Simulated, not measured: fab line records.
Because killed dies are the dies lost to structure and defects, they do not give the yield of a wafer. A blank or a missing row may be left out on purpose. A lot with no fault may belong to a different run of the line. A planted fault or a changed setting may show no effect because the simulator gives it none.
Matching of chambers | flow gf180mcu | GF_SAB_CVD_00 on pecvd-04: 3 sister chambers
The step deposits SiO2 from TEOS, target thk 50 nm, time 4.9302 s. 6 wafers are shown with their chamber, then 8 later ones without.

== EACH WAFER AND ITS CHAMBER ==
wafer  | chamber | heater power w (W)
L081.4 | 2       | 638
L081.5 | 0       | 597
L085.1 | 1       | 630
L085.2 | 0       | 508
L085.6 | 1       | 627
L087.2 | 2       | 718

== WAFERS WITH NO CHAMBER GIVEN ==
wafer  | heater power w (W)
L087.3 | 549
L087.4 | 541
L089.1 | 663
L089.4 | 639
L089.6 | 618
L097.3 | 614
L097.5 | 608
L097.6 | 544

== WHICH CHAMBER EACH ONE RAN IN ==
wafer  | from the rows above          | in truth
L087.3 | can't be placed: 0 or 1      | 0
L087.4 | can't be placed: 0 or 1      | 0
L089.1 | can't be placed: 2 or 1 or 0 | 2
L089.4 | can't be placed: 1 or 2 or 0 | 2
L089.6 | can't be placed: 1 or 2 or 0 | 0
L097.3 | can't be placed: 1 or 0 or 2 | 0
L097.5 | can't be placed: 1 or 0 or 2 | 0
L097.6 | can't be placed: 0 or 1      | 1
0 of 8 placed correctly. These rows do not allow placing 8 (true chamber among the candidates in 8). Wrongly placed: 0.
How it was worked out, from the rows above alone: a wafer's distance from a chamber is the root of the sum, over the readings, of the square of ((its reading less the chamber's mean) divided by the reading's scatter). The wafer belongs to the nearest chamber; if the next one is less than 2 further off, it can't be placed. The mean given for a chamber averages the wafers shown for that chamber. The scatter: the root of (the sum of the squares of (reading less its chamber's mean) over the shown wafers, divided by (wafers less chambers)).
